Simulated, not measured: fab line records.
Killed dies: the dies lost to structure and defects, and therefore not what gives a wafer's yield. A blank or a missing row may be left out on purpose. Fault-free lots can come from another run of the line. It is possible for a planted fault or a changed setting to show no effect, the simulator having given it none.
One fault seen from 2 desks    flow gf180mcu    each desk holds nothing but its own numbers, with what lay behind them at the end

== FROM THE METROLOGY DESK ==
Lot by lot, what the gauges showed, no matter which tool ran the lot: averages of those sampled wafers that carry a number. If a lot's mean is further than 4 standard deviations from the usual mean, the lot is out of limits and carries the mark OUT (the distance appears in the brackets).
Columns: A = STI_OXIDATION_THK at GF_STI_THK_MEAS_02, usual 9.98 nm; B = STI_OXIDATION_01_THK at GF_STI_THK_MEAS_22, usual 14.94 nm; C = MVPSD_TW at GF_MVPSD_TW_MEAS_11, usual 559; D = LVPWELL_RS at GF_VT_IMPLANT_RS_MEAS_48, usual 1197.6 ohm/sq
lot   first seen here  A      B      C    D
L961  day 1 11:31      10.25  15.19  561  1198.7
L962  day 1 17:01      9.99   14.98  550  1197.8
L963  day 1 23:47      10.19  15.08  563  1197.2
L964  day 2 03:42      10.21  14.46  551  1196.2
L965  day 2 09:09      9.98   14.60  550  1193.3
L966  day 2 12:56      9.90   14.92  567  1196.8
L970  day 3 09:01      9.78   14.77  564  1199.6
L971  day 3 15:44      10.35  15.08  550  1162.1 (-14) OUT
L973  day 3 23:31      10.11  15.05  557  1160.7 (-15) OUT
L976  day 4 15:47      10.16  14.66  549  1193.1
L979  day 5 05:51      9.86   15.15  561  1197.3
L982  day 5 21:40      10.07  14.64  549  1201.2
L983  day 6 01:33      9.82   14.79  569  1196.3
L984  day 6 06:31      9.80   15.31  562  1198.2
This desk's result: L971, L973 out of limits, first on L971 (LVPWELL_RS at GF_VT_IMPLANT_RS_MEAS_48), day 10 09:37. L961, L962, L963, L964, L965, L966, L970, L976, L979, L982, L983, L984: within limits.

== FOR THE TOOL OWNER'S DESK: implanter-02 ==
For each lot that ran on this tool, the mean over its sampled wafers that have a number, from the tool's own readings at GF_LVPWELL_IMPLANT_09. If a lot's mean is further than 4 standard deviations from the usual mean, the lot is out of limits and carries the mark OUT (the distance appears in the brackets).
Columns: A = beamEnergyKeV at GF_LVPWELL_IMPLANT_09, usual 60.001; B = beamOnS at GF_LVPWELL_IMPLANT_09, usual 9.98 s; C = faradayCurrentUA at GF_LVPWELL_IMPLANT_09, usual 28.2
lot   first seen here  A       B                 C
L963  day 4 11:56      59.996  10.21             27.5
L964  day 4 15:01      60.007  9.86              28.6
L965  day 4 20:58      59.991  9.95              28.4
L966  day 5 00:11      60.014  10.00             28.2
L971  day 6 07:06      59.991  11.65 (+8.3) OUT  24.2 (-7.3) OUT
L973  day 6 15:57      59.982  11.77 (+9.0) OUT  23.9 (-7.8) OUT
L983  day 9 00:19      59.993  9.84              28.5
L984  day 9 07:27      60.010  10.20             27.7
This desk finds L971, L973 out of limits, L971 being first, at day 6 07:06 (beamOnS at GF_LVPWELL_IMPLANT_09). L963, L964, L965, L966, L983, L984: within limits.

== BROUGHT TOGETHER ==
The tool owner's desk had the chance to raise an alarm at day 6 07:06 on L971, L973.
On L971, L973, the metrology desk was in a position to raise an alarm at day 10 09:37.
The lots listed all ran GF_LVPWELL_IMPLANT_09 on implanter-02.

== WHAT THE SIMULATOR PUT IN ==
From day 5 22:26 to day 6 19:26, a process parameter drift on implanter-02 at GF_LVPWELL_IMPLANT_09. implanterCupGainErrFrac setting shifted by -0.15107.
Shown lots that were struck: L971, L973.
Hours from the fault's start to each desk's first reading out of limits: the tool owner's desk, 9; the metrology desk, 107.
